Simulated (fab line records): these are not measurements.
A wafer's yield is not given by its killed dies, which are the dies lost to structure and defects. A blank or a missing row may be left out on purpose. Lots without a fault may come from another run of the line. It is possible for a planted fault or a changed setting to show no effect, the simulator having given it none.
Which tool is to blame? / flow sky130 / 14 lots, 42 wafers sampled, at 5 steps of a route of 708

== WHAT THE GAUGES READ, wafer by wafer ==
SKY_POLY_GATE_OVL_MEAS_14.
lot=L959; measured=day 16 20:09; on=overlay-02; POLY_GATE_OVL (nm)=-2 -2 -15
lot=L962; measured=day 17 22:31; on=overlay-02; POLY_GATE_OVL (nm)=-12 -9 -7
lot=L961; measured=day 17 22:59; on=overlay-02; POLY_GATE_OVL (nm)=2 -2 -3
lot=L964; measured=day 18 15:21; on=overlay-02; POLY_GATE_OVL (nm)=-2 -1 -4
lot=L966; measured=day 19 08:58; on=overlay-01; POLY_GATE_OVL (nm)=3 5 -6
lot=L967; measured=day 19 09:09; on=overlay-02; POLY_GATE_OVL (nm)=-4 0 -1
lot=L968; measured=day 20 05:57; on=overlay-01; POLY_GATE_OVL (nm)=-8 0 -5
lot=L970; measured=day 20 21:24; on=overlay-01; POLY_GATE_OVL (nm)=8 8 4
lot=L971; measured=day 21 05:31; on=overlay-02; POLY_GATE_OVL (nm)=-10 -6 -5
lot=L973; measured=day 22 00:36; on=overlay-01; POLY_GATE_OVL (nm)=-6 3 3
lot=L975; measured=day 22 19:12; on=overlay-02; POLY_GATE_OVL (nm)=-5 -8 -4
lot=L976; measured=day 22 22:13; on=overlay-01; POLY_GATE_OVL (nm)=-5 -9 -1
lot=L981; measured=day 24 14:15; on=overlay-02; POLY_GATE_OVL (nm)=-9 -10 0
lot=L982; measured=day 24 18:22; on=overlay-01; POLY_GATE_OVL (nm)=-1 -6 2

SKY_POLY_GATE_THK_MEAS_21.
lot=L959; measured=day 17 02:35; on=film-metro-02; POLY_GATE_OXIDATION_THK (nm)=3.94 4.01 3.95
lot=L962; measured=day 18 00:41; on=film-metro-03; POLY_GATE_OXIDATION_THK (nm)=4.12 4.16 4.09
lot=L961; measured=day 18 00:40; on=film-metro-02; POLY_GATE_OXIDATION_THK (nm)=4.08 4.04 4.07
lot=L964; measured=day 18 17:49; on=film-metro-02; POLY_GATE_OXIDATION_THK (nm)=3.97 4.04 3.95
lot=L966; measured=day 19 10:43; on=film-metro-03; POLY_GATE_OXIDATION_THK (nm)=4.08 4.16 4.16
lot=L967; measured=day 19 11:16; on=film-metro-03; POLY_GATE_OXIDATION_THK (nm)=3.94 3.97 3.94
lot=L968; measured=day 20 08:22; on=film-metro-02; POLY_GATE_OXIDATION_THK (nm)=3.98 4.00 4.03
lot=L970; measured=day 20 23:05; on=film-metro-04; POLY_GATE_OXIDATION_THK (nm)=3.78 3.84 3.84
lot=L971; measured=day 21 07:11; on=film-metro-03; POLY_GATE_OXIDATION_THK (nm)=3.98 3.86 4.04
lot=L973; measured=day 22 02:17; on=film-metro-03; POLY_GATE_OXIDATION_THK (nm)=4.06 4.13 4.01
lot=L975; measured=day 22 20:52; on=film-metro-04; POLY_GATE_OXIDATION_THK (nm)=4.05 3.90 4.01
lot=L976; measured=day 22 23:53; on=film-metro-03; POLY_GATE_OXIDATION_THK (nm)=4.03 4.04 4.03
lot=L981; measured=day 24 15:56; on=film-metro-03; POLY_GATE_OXIDATION_THK (nm)=3.90 3.89 3.97
lot=L982; measured=day 24 20:03; on=film-metro-02; POLY_GATE_OXIDATION_THK (nm)=4.01 4.03 3.99

SKY_LDD_LDN_TW_MEAS_13.
lot=L959; measured=day 23 11:39; on=film-metro-02; LDD_LDN_TW=1458 1455 1458
lot=L962; measured=day 24 11:36; on=film-metro-01; LDD_LDN_TW=1465 1462 1463
lot=L961; measured=day 24 11:36; on=film-metro-03; LDD_LDN_TW=1486 1487 1481
lot=L964; measured=day 25 04:30; on=film-metro-03; LDD_LDN_TW=1496 1496 1497
lot=L966; measured=day 25 19:58; on=film-metro-02; LDD_LDN_TW=1460 1457 1464
lot=L967; measured=day 25 21:31; on=film-metro-03; LDD_LDN_TW=1492 1494 1499
lot=L968; measured=day 26 16:37; on=film-metro-01; LDD_LDN_TW=1459 1457 1462
lot=L970; measured=day 27 06:20; on=film-metro-01; LDD_LDN_TW=1462 1464 1455
lot=L971; measured=day 27 12:55; on=film-metro-03; LDD_LDN_TW=1497 1502 1496
lot=L973; measured=day 28 08:33; on=film-metro-03; LDD_LDN_TW=1483 1491 1500
lot=L975; measured=day 29 00:18; on=film-metro-03; LDD_LDN_TW=1442 1449 1451
lot=L976; measured=day 29 02:11; on=film-metro-01; LDD_LDN_TW=1400 1398 1413
lot=L981; measured=day 30 18:16; on=film-metro-02; LDD_LDN_TW=1480 1466 1480
lot=L982; measured=day 30 20:07; on=film-metro-03; LDD_LDN_TW=1497 1482 1491

== WHAT TOOL EACH LOT RAN ON (gives the tool, then ch and the chambers of the sampled wafers, and finally the start) ==
lot=L959; SKY_LDD_HVN_STRIP_09=plasma-asher-01 ch 0,1, day 20 21:54; SKY_LDD_LDN_IMPLANT_10=implanter-03 ch 0, day 23 11:15
lot=L962; SKY_LDD_HVN_STRIP_09=plasma-asher-04 ch 0,1, day 21 22:09; SKY_LDD_LDN_IMPLANT_10=implanter-03 ch 0, day 24 11:14
lot=L961; SKY_LDD_HVN_STRIP_09=plasma-asher-03 ch 0,1, day 21 22:25; SKY_LDD_LDN_IMPLANT_10=implanter-04 ch 0, day 24 11:12
lot=L964; SKY_LDD_HVN_STRIP_09=plasma-asher-04 ch 0,1, day 22 15:39; SKY_LDD_LDN_IMPLANT_10=implanter-03 ch 0, day 25 04:06
lot=L966; SKY_LDD_HVN_STRIP_09=plasma-asher-03 ch 0,1, day 23 08:09; SKY_LDD_LDN_IMPLANT_10=implanter-02 ch 0, day 25 19:36
lot=L967; SKY_LDD_HVN_STRIP_09=plasma-asher-01 ch 0,1, day 23 09:01; SKY_LDD_LDN_IMPLANT_10=implanter-02 ch 0, day 25 21:07
lot=L968; SKY_LDD_HVN_STRIP_09=plasma-asher-03 ch 0,1, day 24 05:16; SKY_LDD_LDN_IMPLANT_10=implanter-02 ch 0, day 26 16:14
lot=L970; SKY_LDD_HVN_STRIP_09=plasma-asher-01 ch 0,1, day 24 19:01; SKY_LDD_LDN_IMPLANT_10=implanter-03 ch 0, day 27 05:56
lot=L971; SKY_LDD_HVN_STRIP_09=plasma-asher-03 ch 0,1, day 25 02:13; SKY_LDD_LDN_IMPLANT_10=implanter-04 ch 0, day 27 12:32
lot=L973; SKY_LDD_HVN_STRIP_09=plasma-asher-01 ch 0,1, day 25 22:01; SKY_LDD_LDN_IMPLANT_10=implanter-02 ch 0, day 28 08:09
lot=L975; SKY_LDD_HVN_STRIP_09=plasma-asher-03 ch 0, day 26 13:54; SKY_LDD_LDN_IMPLANT_10=implanter-04 ch 0, day 28 23:54
lot=L976; SKY_LDD_HVN_STRIP_09=plasma-asher-04 ch 0,1, day 26 17:14; SKY_LDD_LDN_IMPLANT_10=implanter-04 ch 0, day 29 01:49
lot=L981; SKY_LDD_HVN_STRIP_09=plasma-asher-03 ch 0, day 28 09:07; SKY_LDD_LDN_IMPLANT_10=implanter-03 ch 0, day 30 17:53
lot=L982; SKY_LDD_HVN_STRIP_09=plasma-asher-01 ch 0,1, day 28 11:45; SKY_LDD_LDN_IMPLANT_10=implanter-03 ch 0, day 30 19:45
- SKY_LDD_HVN_STRIP_09: strips in O2/N2.
- SKY_LDD_LDN_IMPLANT_10

== WHAT THE TOOLS THEMSELVES READ (means of the sampled wafers that have a number; where no wafer has one, the mark that the record gives instead) ==
SKY_LDD_HVN_STRIP_09.
lot=L959; tool=plasma-asher-01; drypump-motor-current-A (A)=6.2; o2-flow-sccm (sccm)=2989; oes-product-au (a.u.)=0.405; strip-time-to-endpoint-s (s)=4.137
lot=L962; tool=plasma-asher-04; drypump-motor-current-A (A)=5.7; o2-flow-sccm (sccm)=2982; oes-product-au (a.u.)=0.403; strip-time-to-endpoint-s (s)=4.129
lot=L961; tool=plasma-asher-03; drypump-motor-current-A (A)=5.9; o2-flow-sccm (sccm)=3002; oes-product-au (a.u.)=0.413; strip-time-to-endpoint-s (s)=4.135
lot=L964; tool=plasma-asher-04; drypump-motor-current-A (A)=5.5; o2-flow-sccm (sccm)=3003; oes-product-au (a.u.)=0.408; strip-time-to-endpoint-s (s)=4.150
lot=L966; tool=plasma-asher-03; drypump-motor-current-A (A)=5.6; o2-flow-sccm (sccm)=3006; oes-product-au (a.u.)=0.409; strip-time-to-endpoint-s (s)=4.120
lot=L967; tool=plasma-asher-01; drypump-motor-current-A (A)=6.2; o2-flow-sccm (sccm)=2993; oes-product-au (a.u.)=0.408; strip-time-to-endpoint-s (s)=4.146
lot=L968; tool=plasma-asher-03; drypump-motor-current-A (A)=5.9; o2-flow-sccm (sccm)=3003; oes-product-au (a.u.)=0.409; strip-time-to-endpoint-s (s)=4.150
lot=L970; tool=plasma-asher-01; drypump-motor-current-A (A)=6.2; o2-flow-sccm (sccm)=3011; oes-product-au (a.u.)=0.406; strip-time-to-endpoint-s (s)=4.121
lot=L971; tool=plasma-asher-03; drypump-motor-current-A (A)=5.9; o2-flow-sccm (sccm)=3009; oes-product-au (a.u.)=0.410; strip-time-to-endpoint-s (s)=4.138
lot=L973; tool=plasma-asher-01; drypump-motor-current-A (A)=6.2; o2-flow-sccm (sccm)=2998; oes-product-au (a.u.)=0.407; strip-time-to-endpoint-s (s)=4.126
lot=L975; tool=plasma-asher-03; drypump-motor-current-A (A)=6.2; o2-flow-sccm (sccm)=2994; oes-product-au (a.u.)=0.410; strip-time-to-endpoint-s (s)=4.131
lot=L976; tool=plasma-asher-04; drypump-motor-current-A (A)=5.5; o2-flow-sccm (sccm)=3008; oes-product-au (a.u.)=0.412; strip-time-to-endpoint-s (s)=4.149
lot=L981; tool=plasma-asher-03; drypump-motor-current-A (A)=6.2; o2-flow-sccm (sccm)=3011; oes-product-au (a.u.)=0.407; strip-time-to-endpoint-s (s)=4.138
lot=L982; tool=plasma-asher-01; drypump-motor-current-A (A)=6.2; o2-flow-sccm (sccm)=2999; oes-product-au (a.u.)=0.408; strip-time-to-endpoint-s (s)=4.130

SKY_LDD_LDN_IMPLANT_10.
lot=L959 tool=implanter-03 beam-energy-keV=14.999 dose-ions-cm2=1.25e+13 faraday-current-uA=70.5
lot=L962 tool=implanter-03 beam-energy-keV=15.007 dose-ions-cm2=1.25e+13 faraday-current-uA=69.2
lot=L961 tool=implanter-04 beam-energy-keV=15.000 dose-ions-cm2=1.25e+13 faraday-current-uA=69.9
lot=L964 tool=implanter-03 beam-energy-keV=14.998 dose-ions-cm2=1.25e+13 faraday-current-uA=70.8
lot=L966 tool=implanter-02 beam-energy-keV=14.997 dose-ions-cm2=1.25e+13 faraday-current-uA=71.7
lot=L967 tool=implanter-02 beam-energy-keV=15.000 dose-ions-cm2=1.25e+13 faraday-current-uA=70.6
lot=L968 tool=implanter-02 beam-energy-keV=14.998 dose-ions-cm2=1.25e+13 faraday-current-uA=70.4
lot=L970 tool=implanter-03 beam-energy-keV=15.003 dose-ions-cm2=1.25e+13 faraday-current-uA=71.4
lot=L971 tool=implanter-04 beam-energy-keV=14.999 dose-ions-cm2=1.25e+13 faraday-current-uA=69.7
lot=L973 tool=implanter-02 beam-energy-keV=15.002 dose-ions-cm2=1.25e+13 faraday-current-uA=70.9
lot=L975 tool=implanter-04 beam-energy-keV=15.000 dose-ions-cm2=7.12e+12 faraday-current-uA=40.7
lot=L976 tool=implanter-04 beam-energy-keV=15.000 dose-ions-cm2=7.13e+12 faraday-current-uA=39.8
lot=L981 tool=implanter-03 beam-energy-keV=15.001 dose-ions-cm2=1.25e+13 faraday-current-uA=71.5
lot=L982 tool=implanter-03 beam-energy-keV=15.002 dose-ions-cm2=1.25e+13 faraday-current-uA=70.2

== THE ANSWER, worked out from the rows above alone ==
Rule: the usual values come from the lots themselves. The widest of any qualifying gaps counts: lots, ordered by their means at a reading, are off when they make up no more than a third of the lots, leave a main group of 4 or more, and stand apart from it by 3 or more times the standard deviation of that group's means. A main group whose means are all the same, to the digits that the tables above print for the reading, isn't used. A lot without any number at a reading at which 4 lots or more have one is off too. All remaining lots with rows at the step are treated as sound. After the gauges, taken in route order, come the tools' own readings; for these a lot's mean is taken, as printed above. At the first step where some lot is off, the reading lying furthest off is the one used; lots without a number count as furthest.
Off, at SKY_LDD_LDN_IMPLANT_10 on faraday-current-uA: L975, L976. For the main group the mean is 70.6 and the standard deviation 0.72.
If a tool, at that step or one of the process steps before it, ran each lot that is off and ran no sound lot following the first of them, it fits. One fits: implanter-04 at SKY_LDD_LDN_IMPLANT_10. A fault onset in the window from L971 (day 27 12:32, its last sound lot) to L975 (day 28 23:54, its first lot off) fits.
The tool's own readings at SKY_LDD_LDN_IMPLANT_10 bear it out: on the lots that are off they differ by more than 5 times the standard deviation of the sound lots' means. dose-ions-cm2 reads 7.12e+12 there against 1.25e+13 on the sound lots; faraday-current-uA reads 40.2 there against 70.6 on the sound lots.

== WHAT WAS PUT IN BY THE SIMULATOR ==
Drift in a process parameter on implanter-04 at SKY_LDD_LDN_IMPLANT_10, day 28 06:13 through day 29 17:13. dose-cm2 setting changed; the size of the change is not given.
Struck lots among those shown: L975, L976. The same result came from the rule above.
